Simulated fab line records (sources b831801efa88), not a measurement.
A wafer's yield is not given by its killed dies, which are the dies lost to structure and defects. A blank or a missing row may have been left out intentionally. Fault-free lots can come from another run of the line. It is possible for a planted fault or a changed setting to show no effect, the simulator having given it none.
A struck lot beside a sound one || flow sky130 || 15 steps out of a route of 708
Sound: the wafers L525.1, L525.2, L525.3. The struck wafers were L517.1, L517.2, L517.5. Last of all comes the cause.
Order at every step that has rows: each side's tool, ch and its chambers, its first start. Under that, the readings that differ: sound wafers || struck wafers || difference of the means || sigmas: that difference in standard deviations of wafers without a fault.
alike: words and numbers the same on both sides, and readings whose means are apart by under 2 such deviations; not compared: readings that were withheld, readings missing a value for some wafer, numbers with overlapping values and no deviation given by the record, and bounds like >300 which may hide the same value.
The two part at a step that has a row with sigmas, a row that says differs or no value, or rows on one side only. Numbers that have no deviation but don't overlap get no sigmas and don't part them. A reading missing from all wafers of one side parts the sides only when that side holds two or more wafers.

SKY_POLY_GATE_CD_MEAS_22:
  sound on cdSem-01, day 21 20:20; struck on cdSem-02, day 18 16:38
  alike: cdNm
then, 7 steps without rows for these wafers: SKY_LDD_N_DEHYDRATE_00 (time 60 s); SKY_LDD_N_HMDS_01 (prime time 60 s); SKY_LDD_N_COAT_02 (resist thk 300 nm); SKY_LDD_N_SOFTBAKE_03 (time 60 s); SKY_LDD_N_EXPOSE_04 (exposes mask NTM, target cd 840 nm); SKY_LDD_N_PEB_05; SKY_LDD_N_DEVELOP_06 (develop time 60 s).
SKY_LDD_N_OVL_MEAS_07:
  sound on overlay-02, day 23 03:28; struck on overlay-02, day 20 00:06
  alike: LDD_N_OVL
then, 3 steps without rows for these wafers: SKY_LDD_N_IMPLANT_08; SKY_LDD_N_IMPLANT_09; SKY_LDD_N_IMPLANT_10.
SKY_LDD_N_IMPLANT_11:
  sound on implanter-01 ch 0, day 23 03:57; struck on implanter-01 ch 0, day 20 00:35
{"reading": "doseIonsCm2", "sound": "7.491e+13 7.49e+13 7.499e+13", "struck": "8.441e+13 8.439e+13 8.447e+13", "difference": "+9.490e+12", "sigmas": "+99 or more"}
{"reading": "faradayCurrentUA", "sound": "430 411 425", "struck": "476 486 489", "difference": "+62", "sigmas": "+7"}
  alike: endStationPressureTorr
after that, 1 step had no rows for these wafers: SKY_LDD_N_IMPLANT_12.
-- record jumps: 27 days separate the struck wafers' starts on either side; left off in module LDD_N, taken up again in module PAD_OPEN, whose first shown step is the route's number 708 --
SKY_PAD_OPEN_PROBE_99:
  sound on prober-02, day 49 07:23; struck on prober-02, day 47 10:41
{"reading": "killed_at_M0_to_M3", "sound": "62 49 54", "struck": "45 34 39", "difference": -16, "sigmas": -2}
{"reading": "model.etest.tipN.rsOhmSq", "sound": "438.4 440.7 441.1", "struck": "435.5 436.6 436.1", "difference": -4.0, "sigmas": ""}
  alike: killed_at_M4_up, killedAtContacts, killedAtFrontEnd, killedAtOther, killedDies, killedOpen, killedShort

== WHERE THEY PART ==
First at SKY_LDD_N_IMPLANT_11; last, within this record, at SKY_PAD_OPEN_PROBE_99.

WHY: whatever the simulator had introduced
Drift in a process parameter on implanter-01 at SKY_LDD_N_IMPLANT_11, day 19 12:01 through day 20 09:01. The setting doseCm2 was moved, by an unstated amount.
